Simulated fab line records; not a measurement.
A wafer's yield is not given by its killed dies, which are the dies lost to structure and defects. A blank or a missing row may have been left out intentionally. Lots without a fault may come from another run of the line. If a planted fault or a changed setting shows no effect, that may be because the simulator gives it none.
Code-filled problem report in 8D (eight disciplines) form | flow gf180mcu | the parts of the form that need people (team, actions taken, sign-off) are left out

== 1. WHAT IS WRONG ==
Wafers free of any fault read 0.326 ohm/sq (standard deviation 0.0048) for V3_W_RS at GF_V3_RS_MEAS_24, against a mean of 0.293 ohm/sq on 6 wafers of 2 lots. Measured from the usual mean, that is -6.8 standard deviations.
The step: measures by four-point-probe.
First seen on wafer L532.2, day 27 08:02, on filmMetro-02. The record has a number at this step for 36 wafers belonging to 12 lots. Rule for "out", or "out of limits": more than 4 standard deviations from the usual mean. Any other wafer with a number is counted as sound.

== 2. WHAT IT IS, WHAT IT ISN'T ==
question                    | is                         | is not
which readings at this step | V3_W_RS                    | -
which lots                  | L532, L535                 | L518, L520, L521, L522, L523, L529, L533, L537, L539, L541
which wafers of those lots  | all that have a number     | -
read on which gauges        | filmMetro-02, filmMetro-04 | filmMetro-03
when                        | from day 27 08:02          | up to then (18 sound wafers); but 12 sound wafers of L533, L537, L539, L541 came after

== 3. THE SUSPECTS, EACH WITH WHAT RULES IT OUT ==
Counting: a tool at a process step up to the reading stays a suspect if it ran every lot that is out and no sound lot after the first of them.
- the gauge at GF_V3_RS_MEAS_24: ruled out. 2 gauges (filmMetro-02, filmMetro-04) read the wafers that are out.
- cmp-02 at GF_V2_CMP_26 (polishes, stops on SiO2, t overpolish 15 s, target thk 0 nm): ruled out as a lasting fault. Sound lots L537, L539, L541 ran on it after its first lot that is out, L532 (day 25 11:20).
- cvdW-02 at GF_V3_CVD_23 (deposits W, target thk 350 nm, time 104.9 s): kept. Every lot that is out went through it, starting with L532 (day 27 07:55), and after that it ran no sound lot; the last sound lot it ran before then is L529 (day 26 08:50).
Remaining after the count: cvdW-02 at GF_V3_CVD_23.

== 4. THE CAUSE (what the simulator had put in) ==
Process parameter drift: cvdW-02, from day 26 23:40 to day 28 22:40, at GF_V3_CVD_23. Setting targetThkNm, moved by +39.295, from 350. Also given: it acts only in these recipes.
Counting left only this tool.

== 5. THE EFFECT CHAIN, in route order ==
Each row: a reading where the mean over the struck wafers with a number is more than 3 standard deviations away from the usual. Scope: only readings with a usual standard deviation given in the record; hours: median across lots of the time from each lot's start at the first step in this table that gives one to its start at this step; sigmas: change in usual standard deviations.
hours | step              | reading  | usual        | on struck wafers | change | sigmas
0     | GF_V3_RS_MEAS_24  | V3_W_RS  | 0.326 ohm/sq | 0.293            | -0.033 | -6.8
0     | GF_V3_THK_MEAS_25 | V3_W_THK | 347 nm       | 389              | +42    | +6.5

== 6. WHAT WOULD HAVE CAUGHT IT SOONER ==
The first out-of-limits reading at a measuring or inspecting step in this record came at day 27 08:02, 8 hours after the fault's start at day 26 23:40.
No tool reading at GF_V3_CVD_23 that has a usual standard deviation in the record was out on any struck wafer, so an alarm limit of 4 standard deviations on those readings would not have fired.
Among the 2 lots that are out, L535 began GF_V3_CVD_23 on cvdW-02 after day 27 08:02. A hold on the tool at that time would have spared it.
